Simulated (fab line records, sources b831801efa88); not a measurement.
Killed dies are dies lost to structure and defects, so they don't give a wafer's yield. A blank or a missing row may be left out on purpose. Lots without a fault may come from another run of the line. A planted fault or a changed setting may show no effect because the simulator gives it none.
fab line records | flow gf180mcu
record lots=24 wafers=72 last_day=34
route steps=602 shown V2@408 V3@430 V4@492 V5@542 TOP_METAL@582
lots that met no fault: from a run of the same line without faults
start_h: hours from the record's first day to the start of the lot's first wafer shown | wait_h: hours since the lot's step before | " the same as in the row above | L1.1+2: a row that stands for several wafers | - no value, or no start given | * or withheld: withheld | < > ~ a bound
route shown NAME@n: a module of which the file shows steps, and the number in the route of the first | usual: mean/standard deviation of fault-free wafers | same: alike in all rows | chamber/n: place in a boat | sites: the reading at each site | _std_site: their standard deviation | _edge_site: outer sites' mean less inner sites' | radius_mm: how far each site lies from the wafer's centre | mask NAME#n: copy n | behind: the tool/chamber that last shaped the wafer | hold: why the lot was held/for how many hours/how that ended | device: the transistor (n, p or np) that didn't switch | end of line: the same wafers' tests at the end of the route | a step without rows: its recipe alone | killed: dies lost to structure and defects at the first sort, not the wafer's yield | map: a wafer's dies, x killed, . not, _ none there
set.NAME: the setting as run; set.NAME@STEP: as run at that earlier step | model.NAME: the simulator's own value behind a step, which no gauge read
steps of the route over a sample of lots; a table a step, a row a wafer
services: from which hour (start_h, from the record's first day; less than 0 if before it) a tool's chamber was out of use, for how many hours, and why
## steps
# step GF_V2_CMP_26
# recipe stop_on=SiO2 down_force_psi=3.5 platen_rpm=60 t_overpolish_s=15 target_thk_nm=0 pad_velocity_m_s=0.94248
# usual head_pressure_psi=3.500/0.0073 motor_current_A=10.5/0.97 overpolish_run_s=14.999/0.0089 platen_rpm=60.00/0.041 time_to_endpoint_s=87/3.5
# columns lot.wafer tool chamber start_h wait_h head_pressure_psi motor_current_A overpolish_run_s platen_rpm time_to_endpoint_s
L074.1 cmp-01 0 462.88 0.1 3.500 11.5 15.000 60.00 87
L074.3 " 2 " " 3.496 10.4 15.007 60.12 87
L074.5 " 3 " " 3.491 10.0 15.007 60.07 89
L075.2 cmp-02 3 472.77 0.0 3.502 10.8 15.002 60.04 88
L075.4 " 2 " " 3.489 10.8 14.997 59.98 88
L075.5 " 3 " " 3.509 10.8 14.996 60.05 87
L076.3 cmp-01 2 484.81 0.2 3.499 11.6 15.009 60.01 80
L076.6 " 3 " " 3.496 10.2 15.014 59.95 86
L076.5 " 0 " " 3.516 11.9 15.003 60.05 86
L077.1 cmp-02 3 486.71 0.1 3.504 11.1 15.007 60.06 89
L077.3 " 0 " " 3.507 9.2 14.993 60.04 89
L077.5 " 2 " " 3.492 10.8 14.979 60.00 90
L078.2 cmp-02 1 504.46 0.1 3.482 11.5 14.995 60.03 91
L078.3 " 2 " " 3.495 10.5 14.995 60.05 92
L078.6 " 0 " " 3.507 9.3 14.998 60.01 89
L079.3 cmp-01 2 510.78 0.0 3.497 11.0 15.013 60.04 85
L079.6 " 2 " " 3.500 11.0 15.006 59.97 89
L079.5 " 3 " " 3.508 10.4 15.007 60.01 89
L080.2 cmp-02 3 520.35 0.1 3.494 10.6 14.996 60.06 87
L080.4 " 0 " " 3.510 9.5 15.001 60.04 83
L080.5 " 2 " " 3.512 10.6 15.005 59.96 91
L081.2 cmp-01 0 524.75 0.1 3.494 11.6 14.999 59.95 90
L081.4 " 1 " " 3.523 9.2 15.010 60.04 87
L081.1 " 3 " " 3.495 9.7 15.010 60.00 92
L082.2 cmp-02 1 536.33 0.2 3.497 11.7 14.989 59.97 89
L082.6 " 2 " " 3.483 10.9 15.003 59.99 89
L082.5 " 3 " " 3.506 10.3 14.989 60.03 87
L083.4 cmp-01 1 545.63 0.1 3.505 9.1 14.999 59.96 86
L083.3 " 2 " " 3.484 10.3 15.014 60.06 88
L083.6 " 0 " " 3.497 12.3 15.010 59.99 87
L084.2 cmp-01 1 554.92 0.0 3.494 8.7 15.001 60.04 86
L084.5 " 1 " " 3.492 9.2 15.008 60.09 88
L084.6 " 2 " " 3.494 10.3 14.994 59.97 88
L085.2 cmp-02 0 564.46 0.0 3.506 9.4 15.001 60.00 88
L085.3 " 2 " " 3.508 10.6 15.002 60.02 95
L085.6 " 1 " " 3.488 12.2 15.008 59.99 98
L086.1 cmp-01 2 573.41 0.1 3.491 10.7 14.992 60.02 83
L086.2 " 0 " " 3.493 10.9 15.002 60.08 84
L086.5 " 2 " " 3.495 10.3 15.014 59.98 86
L087.4 cmp-02 0 579.40 0.0 3.497 9.8 15.014 59.95 92
L087.1 " 3 " " 3.508 10.1 15.002 59.97 91
L087.5 " 1 " " 3.502 12.1 15.003 59.98 92
L088.4 cmp-02 0 584.86 0.0 3.500 9.4 15.008 59.97 86
L088.1 " 3 " " 3.492 10.3 15.000 60.04 88
L088.5 " 0 " " 3.495 9.1 14.988 60.04 89
L089.1 cmp-01 1 596.24 0.1 3.495 9.1 14.999 60.00 80
L089.2 " 2 " " 3.499 10.2 15.015 59.97 80
L089.5 " 3 " " 3.490 10.3 15.006 59.97 85
L090.3 cmp-01 0 602.10 0.1 3.506 11.5 15.000 59.96 85
L090.2 " 1 " " 3.494 8.9 15.012 60.03 82
L090.6 " 0 " " 3.497 11.6 14.996 59.97 83
L091.2 cmp-02 0 605.42 0.1 3.509 9.4 15.005 59.96 93
L091.4 " 1 " " 3.500 12.4 14.999 60.02 95
L091.5 " 3 " " 3.509 11.2 14.991 59.98 93
L092.1 cmp-01 3 612.99 0.1 3.509 10.4 14.992 59.96 83
L092.2 " 1 " " 3.510 9.1 14.988 60.01 84
L092.3 " 2 " " 3.496 10.5 14.982 60.02 85
L093.1 cmp-01 2 620.77 0.1 3.498 10.5 14.993 59.97 85
L093.3 " 3 " " 3.501 10.0 14.987 59.90 86
L093.6 " 2 " " 3.505 10.3 14.986 60.01 83
L094.4 cmp-01 2 628.05 0.5 3.497 10.5 14.997 59.99 86
L094.2 " 0 " " 3.498 11.7 14.997 60.00 86
L094.5 " 2 " " 3.495 10.3 15.002 60.03 87
L095.2 cmp-01 0 632.79 0.0 3.501 11.9 14.996 60.00 82
L095.3 " 1 " " 3.506 9.5 14.990 59.92 85
L095.4 " 2 " " 3.505 10.1 15.004 60.03 86
L096.3 cmp-01 2 642.08 0.0 3.510 11.0 15.000 59.98 84
L096.2 " 3 " " 3.495 11.1 15.005 60.02 86
L096.4 " 0 " " 3.502 11.5 14.992 60.01 86
L097.4 cmp-01 3 645.19 0.2 3.503 9.8 14.994 60.01 89
L097.5 " 0 " " 3.500 11.8 15.004 59.99 88
L097.6 " 1 " " 3.507 8.9 15.013 60.01 84
# step GF_V3_THK_MEAS_01
# recipe reads=SiO2_of_V3_CVD_00
# usual V3_CVD_00_THK=598/6.6
# columns lot.wafer tool chamber start_h wait_h V3_CVD_00_THK[nm]
L074.1 film_metro-03 - 488.49 0.0 604
L074.3 " - " " 612
L074.5 " - " " 600
L075.2 film_metro-04 - 497.17 0.0 594
L075.4 " - " " 601
L075.5 " - " " 606
L076.3 film_metro-04 - 509.42 0.1 595
L076.5 " - " " 592
L076.6 " - " " 600
L077.1 film_metro-04 - 511.66 0.0 603
L077.3 " - " " 599
L077.5 " - " " 599
L078.2 film_metro-02 - 528.82 0.0 610
L078.3 " - " " 593
L078.6 " - " " 596
L079.3 film_metro-03 - 535.56 0.1 608
L079.5 " - " " 606
L079.6 " - " " 609
L080.2 film_metro-03 - 544.81 0.0 601
L080.4 " - " " 596
L080.5 " - " " 598
L081.1 film_metro-04 - 548.82 0.0 606
L081.2 " - " " 609
L081.4 " - " " 603
L082.2 film_metro-03 - 559.93 0.0 591
L082.5 " - " " 597
L082.6 " - " " 601
L083.3 film_metro-03 - 568.94 0.1 599
L083.4 " - " " 591
L083.6 " - " " 597
L084.2 film_metro-03 - 577.78 0.0 596
L084.5 " - " " 594
L084.6 " - " " 599
L085.2 film_metro-04 - 588.01 0.0 584
L085.3 " - " " 580
L085.6 " - " " 587
L086.1 film_metro-04 - 596.25 0.1 594
L086.2 " - " " 595
L086.5 " - " " 589
L087.1 film_metro-02 - 602.32 0.1 601
L087.4 " - " " 595
L087.5 " - " " 598
L088.1 film_metro-03 - 607.02 0.0 581
L088.4 " - " " 597
L088.5 " - " " 594
L089.1 film_metro-03 - 617.67 0.0 606
L089.2 " - " " 605
L089.5 " - " " 597
L090.2 film_metro-03 - 623.86 0.1 604
L090.3 " - " " 607
L090.6 " - " " 603
L091.2 film_metro-02 - 627.11 0.0 600
L091.4 " - " " 602
L091.5 " - " " 604
L092.1 film_metro-02 - 633.56 0.0 596
L092.2 " - " " 601
L092.3 " - " " 597
L093.1 film_metro-02 - 642.11 0.0 601
L093.3 " - " " 606
L093.6 " - " " 597
L094.2 film_metro-02 - 649.02 0.0 599
L094.4 " - " " 598
L094.5 " - " " 604
L095.2 film_metro-04 - 653.60 0.0 593
L095.3 " - " " 585
L095.4 " - " " 592
L096.2 film_metro-04 - 662.66 0.0 599
L096.3 " - " " 605
L096.4 " - " " 604
L097.4 film_metro-04 - 665.80 0.0 597
L097.5 " - " " 604
L097.6 " - " " 591
# step GF_V4_ETCH_16
# recipe chemistry=N2/H2 target_depth_a=withheld overetch_a=withheld time_s=withheld target=BARC ion_energy_ev=200 source_w=500 bias_w=100 pressure_mtorr=30 n2_flow_sccm=100 h2_flow_sccm=200
# usual drypump_motor_current_A=5.78/0.3 n2_flow_sccm=100.0/0.31 oes_product_au=0.854/0.0045 rf_fwd_power_W=495.3/2.2 throttle_valve_pct=13.225/0.0085
# columns lot.wafer tool chamber start_h wait_h drypump_motor_current_A n2_flow_sccm oes_product_au rf_fwd_power_W throttle_valve_pct
L074.1 rie_diel-04 2 561.04 0.0 5.64 99.9 0.858 498.8 13.233
L074.3 " 0 " " 5.34 99.7 0.847 496.3 13.236
L074.5 " 2 " " 5.67 99.8 0.865 497.3 13.236
L075.2 rie_diel-04 2 568.91 0.0 5.65 100.4 0.857 495.7 13.227
L075.4 " 1 " " 6.49 99.8 0.855 491.9 13.243
L075.5 " 1 " " 6.49 100.1 0.852 490.7 13.222
L076.3 rie_diel-01 2 580.13 0.0 6.11 99.9 0.859 496.7 13.214
L076.5 " 1 " " 5.83 99.6 0.853 492.4 13.227
L076.6 " 2 " " 6.07 100.3 0.855 496.8 13.230
L077.1 rie_diel-01 3 582.64 0.0 5.75 100.5 0.848 494.8 13.226
L077.3 " 2 " " 6.07 100.0 0.848 494.7 13.231
L077.5 " 1 " " 5.84 100.0 0.854 496.1 13.222
L078.2 rie_diel-02 2 598.84 0.0 5.77 100.1 0.854 494.3 13.230
L078.3 " 0 " " 5.37 100.5 0.852 495.1 13.231
L078.6 " 1 " " 5.55 100.4 0.861 495.5 13.244
L079.3 rie_diel-02 2 604.28 0.0 5.78 100.2 0.855 491.6 13.219
L079.5 " 0 " " 5.37 99.6 0.857 494.0 13.212
L079.6 " 3 " " 5.90 100.3 0.861 496.7 13.213
L080.2 rie_diel-02 1 612.93 0.0 5.58 99.9 0.857 496.7 13.236
L080.4 " 3 " " 5.90 99.4 0.853 497.9 13.225
L080.5 " 2 " " 5.78 99.9 0.852 491.9 13.233
L081.1 rie_diel-04 1 616.83 0.0 6.46 100.2 0.855 488.5 13.226
L081.2 " 0 " " 5.31 99.4 0.842 496.6 13.246
L081.4 " 2 " " 5.59 100.2 0.852 496.1 13.210
L082.2 rie_diel-02 0 626.37 0.0 5.38 99.9 0.850 494.4 13.221
L082.5 " 3 " " 5.91 99.5 0.859 494.8 13.225
L082.6 " 0 " " 5.38 99.8 0.855 492.9 13.232
L083.3 rie_diel-02 0 635.43 0.0 5.38 99.8 0.853 495.0 13.226
L083.4 " 2 " " 5.78 99.8 0.853 493.2 13.228
L083.6 " 0 " " 5.39 99.5 0.854 497.2 13.231
L084.2 rie_diel-02 3 643.69 0.0 5.87 100.5 0.857 493.6 13.227
L084.5 " 2 " " 5.78 100.4 0.848 493.1 13.220
L084.6 " 3 " " 5.90 100.2 0.848 495.7 13.226
L085.2 rie_diel-02 3 651.91 0.0 5.87 100.1 0.863 496.2 13.225
L085.3 " 1 " " 5.57 99.9 0.848 497.1 13.212
L085.6 " 0 " " 5.36 99.9 0.858 495.8 13.222
L086.1 rie_diel-01 2 660.15 0.0 6.05 100.2 0.850 495.0 13.222
L086.2 " 0 " " 5.71 100.3 0.857 500.4 13.237
L086.5 " 2 " " 6.05 100.3 0.860 493.3 13.231
L087.1 rie_diel-04 2 665.56 0.0 5.63 100.5 0.852 494.8 13.215
L087.4 " 0 " " 5.31 100.5 0.856 496.3 13.228
L087.5 " 3 " " 6.31 100.2 0.854 497.1 13.222
L088.1 rie_diel-04 0 670.86 0.0 5.32 100.3 0.857 498.3 13.214
L088.4 " 3 " " 6.24 100.0 0.856 495.9 13.217
L088.5 " 1 " " 6.48 100.0 0.856 494.0 13.222
L089.1 rie_diel-02 3 680.39 0.0 5.85 100.0 0.858 496.8 13.213
L089.2 " 1 " " 5.56 99.7 0.858 495.4 13.227
L089.5 " 2 " " 5.79 100.2 0.851 494.3 13.226
L090.2 rie_diel-01 0 686.51 0.0 5.69 99.9 0.854 497.4 13.224
L090.3 " 3 " " 5.75 100.4 0.852 495.3 13.221
L090.6 " 2 " " 6.04 100.3 0.849 497.9 13.222
L091.2 rie_diel-01 0 689.33 0.0 5.71 100.3 0.847 497.2 13.213
L091.4 " 2 " " 6.03 99.8 0.858 497.7 13.219
L091.5 " 1 " " 5.86 100.0 0.859 494.3 13.238
L092.1 rie_diel-01 0 696.06 0.0 5.70 100.2 0.849 496.4 13.227
L092.2 " 2 " " 6.08 100.2 0.855 496.8 13.222
L092.3 " 3 " " 5.73 100.1 0.852 495.9 13.206
L093.1 rie_diel-01 0 701.46 0.0 5.71 99.7 0.853 496.0 13.224
L093.3 " 1 " " 5.87 100.2 0.852 493.5 13.230
L093.6 " 0 " " 5.70 99.8 0.847 496.2 13.225
L094.2 rie_diel-01 0 709.48 0.0 5.71 100.3 0.863 494.6 13.205
L094.4 " 3 " " 5.73 100.3 0.854 494.8 13.227
L094.5 " 3 " " 5.73 99.8 0.861 496.4 13.214
L095.2 rie_diel-01 1 713.93 0.0 5.84 100.0 0.854 494.2 13.218
L095.3 " 0 " " 5.69 100.1 0.850 499.2 13.228
L095.4 " 1 " " 5.84 99.8 0.857 492.5 13.218
L096.2 rie_diel-02 2 721.41 0.0 5.78 99.8 0.853 492.1 13.227
L096.3 " 0 " " 5.37 100.8 0.857 494.6 13.223
L096.4 " 1 " " 5.53 99.9 0.859 495.5 13.224
L097.4 rie_diel-04 1 725.30 0.0 6.47 99.9 0.851 490.0 13.238
L097.5 " 2 " " 5.62 100.2 0.858 496.9 13.241
L097.6 " 1 " " 6.48 100.0 0.851 490.3 13.200
# step GF_V5_CVD_02
# recipe material=SiO2 target_thk_nm=1450 precursor=TEOS temp_c=400 time_s=163.28 rf_w=600
# usual heater_power_w=630/81 rf_fwd_power_W=597.5/1.9
# columns lot.wafer tool chamber start_h wait_h heater_power_w rf_fwd_power_W
L074.1 pecvd-01 1 606.46 0.1 614 599.6
L074.3 " 2 " " 543 597.3
L074.5 " 1 " " 511 599.5
L075.2 pecvd-02 2 614.82 0.0 688 599.0
L075.4 " 2 " " 588 600.1
L075.5 " 1 " " 572 597.9
L076.3 pecvd-01 2 624.60 0.1 513 596.9
L076.5 " 2 " " 592 595.1
L076.6 " 1 " " 504 596.7
L077.1 pecvd-03 2 626.75 0.1 569 595.5
L077.3 " 0 " " 740 596.0
L077.5 " 2 " " 483 598.8
L078.2 pecvd-03 1 643.15 0.0 786 599.1
L078.3 " 2 " " 592 594.7
L078.6 " 1 " " 651 600.8
L079.3 pecvd-02 0 647.49 0.0 657 596.8
L079.5 " 0 " " 518 599.0
L079.6 " 2 " " 700 597.6
L080.2 pecvd-03 2 655.67 0.0 513 594.5
L080.4 " 1 " " 635 599.6
L080.5 " 0 " " 784 601.2
L081.1 pecvd-02 2 659.01 0.1 698 595.1
L081.2 " 0 " " 533 598.8
L081.4 " 2 " " 587 595.6
L082.2 pecvd-03 0 668.89 0.0 780 596.6
L082.5 " 1 " " 641 594.9
L082.6 " 2 " " 581 594.0
L083.3 pecvd-01 1 676.58 0.0 625 596.3
L083.4 " 2 " " 510 599.7
L083.6 " 0 " " 753 597.4
L084.2 pecvd-02 1 685.19 0.0 613 597.2
L084.5 " 1 " " 715 595.7
L084.6 " 2 " " 681 594.7
L085.2 pecvd-02 2 692.94 0.0 600 598.4
L085.3 " 0 " " 561 598.8
L085.6 " 2 " " 691 595.9
L086.1 pecvd-02 0 700.40 0.1 604 600.2
L086.2 " 1 " " 687 596.0
L086.5 " 1 " " 576 598.8
L087.1 pecvd-02 1 706.61 0.1 691 595.6
L087.4 " 0 " " 532 599.8
L087.5 " 1 " " 668 598.6
L088.1 pecvd-01 0 711.95 0.1 714 598.8
L088.4 " 2 " " 606 598.9
L088.5 " 0 " " 610 597.0
L089.1 pecvd-02 1 720.61 0.1 658 599.0
L089.2 " 2 " " 694 598.7
L089.5 " 1 " " 706 597.5
L090.2 pecvd-02 1 726.23 0.0 644 598.5
L090.3 " 0 " " 624 594.2
L090.6 " 1 " " 716 598.8
L091.2 pecvd-01 0 729.35 0.0 641 596.4
L091.4 " 1 " " 500 596.3
L091.5 " 2 " " 511 597.7
L092.1 pecvd-01 1 736.23 0.1 508 597.4
L092.2 " 2 " " 612 598.8
L092.3 " 0 " " 709 597.6
L093.1 pecvd-02 0 739.92 0.1 548 598.9
L093.3 " 2 " " 674 598.5
L093.6 " 0 " " 649 599.4
L094.2 pecvd-02 0 746.88 0.0 655 597.3
L094.4 " 0 " " 527 597.3
L094.5 " 1 " " 687 595.8
L095.2 pecvd-01 1 750.96 0.0 561 596.1
L095.3 " 2 " " 603 597.0
L095.4 " 1 " " 638 596.8
L096.2 pecvd-03 1 758.60 0.0 771 597.8
L096.3 " 2 " " 552 594.4
L096.4 " 2 " " 598 596.4
L097.4 pecvd-02 2 762.68 0.1 575 593.1
L097.5 " 0 " " 516 597.6
L097.6 " 1 " " 571 597.2
# step GF_TOP_METAL_OVL_MEAS_15
# usual TOP_METAL_OVL=-0.4/1.5
# columns lot.wafer tool chamber start_h wait_h TOP_METAL_OVL[nm]
L074.1 overlay-02 - 649.16 0.1 -0.2
L074.3 " - " " -1.1
L074.5 " - " " -3.1
L075.2 overlay-01 - 656.65 0.1 -1.5
L075.4 " - " " 0.3
L075.5 " - " " 0.4
L076.3 overlay-02 - 667.20 0.1 -0.4
L076.5 " - " " -0.9
L076.6 " - " " -1.5
L077.1 overlay-02 - 668.25 0.1 0.8
L077.3 " - " " -0.4
L077.5 " - " " -1.6
L078.2 overlay-01 - 683.81 0.1 0.5
L078.3 " - " " 0.8
L078.6 " - " " -0.6
L079.3 overlay-01 - 688.33 0.1 0.3
L079.5 " - " " 0.5
L079.6 " - " " -0.5
L080.2 overlay-01 - 695.80 0.1 0.9
L080.4 " - " " 1.5
L080.5 " - " " 0.2
L081.1 overlay-02 - 698.70 0.1 0.1
L081.2 " - " " -0.4
L081.4 " - " " -2.7
L082.2 overlay-02 - 708.96 0.1 0.4
L082.5 " - " " 2.4
L082.6 " - " " 0.8
L083.3 overlay-01 - 716.52 0.1 0.2
L083.4 " - " " 1.8
L083.6 " - " " 1.8
L084.2 overlay-01 - 724.02 0.1 -3.8
L084.5 " - " " -2.4
L084.6 " - " " -4.7
L085.2 overlay-01 - 731.71 0.1 1.2
L085.3 " - " " 1.2
L085.6 " - " " -1.7
L086.1 overlay-01 - 737.65 0.1 -2.4
L086.2 " - " " -2.1
L086.5 " - " " -4.4
L087.1 overlay-02 - 744.05 0.1 -1.4
L087.4 " - " " -1.3
L087.5 " - " " -0.8
L088.1 overlay-01 - 748.74 0.1 -0.7
L088.4 " - " " 0.6
L088.5 " - " " -0.3
L089.1 overlay-02 - 755.77 0.1 -1.7
L089.2 " - " " -2.1
L089.5 " - " " -0.4
L090.2 overlay-02 - 762.35 0.1 0.4
L090.3 " - " " 2.2
L090.6 " - " " 0.2
L091.2 overlay-01 - 766.05 0.1 0.7
L091.4 " - " " -0.4
L091.5 " - " " -0.4
L092.1 overlay-01 - 771.42 0.1 0.3
L092.2 " - " " -0.3
L092.3 " - " " -1.5
L093.1 overlay-01 - 774.25 0.1 -2.5
L093.3 " - " " -0.9
L093.6 " - " " 0.5
L094.2 overlay-02 - 782.16 0.1 -1.8
L094.4 " - " " -0.9
L094.5 " - " " -0.5
L095.2 overlay-01 - 784.76 0.1 1.6
L095.3 " - " " 1.5
L095.4 " - " " 0.0
L096.2 overlay-02 - 791.52 0.1 -0.2
L096.3 " - " " -1.1
L096.4 " - " " -1.8
L097.4 overlay-01 - 796.52 0.1 0.4
L097.5 " - " " 0.1
L097.6 " - " " 1.3
# step GF_TOP_METAL_METAL_ETCH_16
# recipe chemistry=Cl2/BCl3 mask_material=NOVOLAK target_depth_nm=1197 stop_on=SiO2 pressure_mtorr=8 icp_w=800 bias_w=140 Cl2_flow_sccm=80 bcl3_flow_sccm=40 time_s=199.5
# usual drypump_motor_current_A=5.5/0.38 he_backside_leak_sccm=3.31/0.15 oes_product_au=0.990/0.0054 rf_fwd_power_W=797.7/2.5 throttle_valve_pct=28.230/0.0094
# columns lot.wafer tool chamber start_h wait_h drypump_motor_current_A he_backside_leak_sccm oes_product_au rf_fwd_power_W rf_hours_counter_h throttle_valve_pct
L074.1 rie_metal-03 1 649.20 0.0 5.4 3.07 0.996 798.4 13 28.230
L074.3 " 1 " " 5.4 3.17 0.996 796.2 - 28.216
L074.5 " 1 " " 5.4 3.12 0.984 796.0 - 28.235
L075.2 rie_metal-03 0 656.68 0.0 4.9 3.43 0.987 796.5 15 28.234
L075.4 " 0 " " 4.9 3.48 0.989 796.1 - 28.232
L075.5 " 0 " " 4.9 3.47 0.989 795.6 - 28.210
L076.3 rie_metal-04 1 667.29 0.1 5.4 3.41 0.995 799.2 - 28.234
L076.5 " 0 " " 5.7 3.16 0.996 796.8 - 28.234
L076.6 " 1 " " 5.4 3.47 0.990 796.6 - 28.225
L077.1 rie_metal-04 1 668.29 0.0 5.4 3.41 0.979 799.1 11 28.244
L077.3 " 1 " " 5.4 3.26 0.986 798.7 - 28.238
L077.5 " 1 " " 5.4 3.28 0.985 797.0 - 28.237
L078.2 rie_metal-04 0 683.84 0.0 5.8 3.20 0.992 802.7 4 28.239
L078.3 " 0 " " 5.8 3.20 1.000 799.5 - 28.226
L078.6 " 0 " " 5.8 3.31 0.997 800.1 - 28.216
L079.3 rie_metal-03 0 688.48 0.1 4.9 3.53 0.988 799.3 - 28.227
L079.5 " 0 " " 4.9 3.52 0.985 795.4 - 28.216
L079.6 " 0 " " 4.9 3.44 0.988 797.3 - 28.233
L080.2 rie_metal-01 1 695.83 0.0 6.0 3.39 0.992 800.1 4 28.234
L080.4 " 1 " " 6.0 3.45 0.996 801.4 - 28.225
L080.5 " 1 " " 6.0 3.34 0.998 796.7 - 28.223
L081.1 rie_metal-03 0 698.74 0.0 4.9 3.42 0.993 795.7 1 28.232
L081.2 " 0 " " 4.9 3.48 0.984 792.1 - 28.227
L081.4 " 0 " " 4.9 3.37 0.993 793.8 - 28.230
L082.2 rie_metal-03 0 709.05 0.1 4.9 3.40 0.987 797.6 - 28.239
L082.5 " 0 " " 4.9 3.46 0.986 800.2 - 28.255
L082.6 " 0 " " 4.9 3.50 0.982 795.7 - 28.233
L083.3 rie_metal-03 0 716.71 0.2 4.9 3.43 0.989 798.8 - 28.228
L083.4 " 0 " " 4.9 3.46 0.990 799.9 - 28.247
L083.6 " 0 " " 4.9 3.37 0.990 802.5 - 28.241
L084.2 rie_metal-04 0 724.05 0.0 5.8 3.23 0.998 799.0 6 28.224
L084.5 " 0 " " 5.8 3.26 0.997 797.4 - 28.244
L084.6 " 1 " " 5.4 3.46 0.988 799.0 - 28.235
L085.2 rie_metal-04 0 731.74 0.0 5.8 3.29 0.998 798.4 6 28.234
L085.3 " 0 " " 5.8 3.33 0.999 798.5 - 28.223
L085.6 " 0 " " 5.8 3.25 0.987 799.0 - 28.204
L086.1 rie_metal-04 0 737.69 0.0 5.7 3.32 0.994 800.8 7 28.225
L086.2 " 1 " " 5.3 3.44 0.986 799.8 14 28.230
L086.5 " 0 " " 5.7 3.24 0.984 800.3 - 28.227
L087.1 rie_metal-01 1 744.09 0.0 6.0 3.31 0.987 792.5 6 28.226
L087.4 " 0 " " 5.8 3.37 0.984 796.7 - 28.227
L087.5 " 0 " " 5.7 3.31 0.989 798.3 - 28.228
L088.1 rie_metal-01 1 748.78 0.0 6.0 3.39 0.996 796.2 7 28.237
L088.4 " 1 " " 6.0 3.43 0.994 797.3 - 28.217
L088.5 " 0 " " 5.7 3.30 0.994 800.4 - 28.225
L089.1 rie_metal-03 0 755.81 0.0 4.9 3.49 0.991 798.5 4 28.246
L089.2 " 0 " " 4.9 3.50 0.990 794.2 - 28.232
L089.5 " 0 " " 4.9 3.48 0.984 797.5 - 28.234
L090.2 rie_metal-04 1 762.38 0.0 5.3 3.17 0.990 798.5 15 28.208
L090.3 " 1 " " 5.4 3.34 0.996 797.1 - 28.218
L090.6 " 1 " " 5.4 3.22 1.004 797.6 - 28.233
L091.2 rie_metal-01 1 766.08 0.0 6.0 3.44 0.981 798.4 8 28.239
L091.4 " 1 " " 6.0 3.36 0.982 798.8 - 28.224
L091.5 " 1 " " 6.0 3.29 0.981 798.8 - 28.226
L092.1 rie_metal-04 0 771.46 0.0 5.8 3.25 0.988 794.8 9 28.230
L092.2 " 1 " " 5.4 3.34 0.993 796.2 16 28.221
L092.3 " 1 " " 5.4 3.07 0.985 794.9 - 28.243
L093.1 rie_metal-04 1 774.29 0.0 5.4 2.83 0.976 797.4 16 28.232
L093.3 " 1 " " 5.4 2.91 0.988 797.4 - 28.220
L093.6 " 1 " " 5.3 2.85 0.988 799.3 - 28.240
L094.2 rie_metal-04 0 782.19 0.0 5.8 3.25 0.993 797.7 10 28.236
L094.4 " 1 " " 5.4 3.18 0.992 802.0 - 28.229
L094.5 " 1 " " 5.4 3.14 0.990 798.2 - 28.235
L095.2 rie_metal-01 0 784.79 0.0 5.7 3.32 0.986 797.6 12 28.248
L095.3 " 0 " " 5.8 3.23 1.000 798.3 - 28.223
L095.4 " 1 " " 6.0 3.36 0.994 796.4 - 28.242
L096.2 rie_metal-01 0 791.55 0.0 5.8 3.36 0.990 801.4 12 28.208
L096.3 " 1 " " 6.0 3.20 0.994 798.1 - 28.230
L096.4 " 0 " " 5.7 3.30 0.989 797.1 - 28.232
L097.4 rie_metal-04 1 796.62 0.1 5.4 2.86 0.975 796.2 - 28.258
L097.5 " 1 " " 5.4 3.03 0.987 797.2 - 28.228
L097.6 " 0 " " 5.8 3.28 0.991 799.8 - 28.233
## services
# columns tool chamber start_h hours kind
rie_diel-01 2 444.19 3.7 repair
cmp-01 - 446.25 4.7 repair
cmp-02 - 461.57 0.9 repair
cmp-01 - 467.97 14.4 pm
rie_diel-02 - 473.14 15.6 pm
rie_diel-02 3 488.89 6.3 repair
rie_diel-01 2 501.54 3.5 repair
cmp-02 - 502.33 0.8 repair
cmp-01 - 506.79 0.5 repair
rie_diel-01 1 508.60 9.1 repair
cmp-02 - 509.57 4.8 repair
rie_diel-01 - 512.23 2.8 pm
rie_metal-04 - 522.43 0.7 repair
rie_diel-01 - 522.49 28.1 pm
cmp-01 - 522.55 2.2 repair
cmp-02 - 524.00 1.4 repair
cmp-02 - 547.73 0.7 repair
cmp-01 - 553.33 1.5 repair
pecvd-02 - 634.02 0.9 repair
pecvd-02 1 666.92 2.3 repair
pecvd-02 - 677.88 2.8 pm
cmp-01 - 692.55 1.7 repair
cmp-01 - 731.34 3.2 pm
cmp-01 - 744.00 4.0 pm
## key
fault none
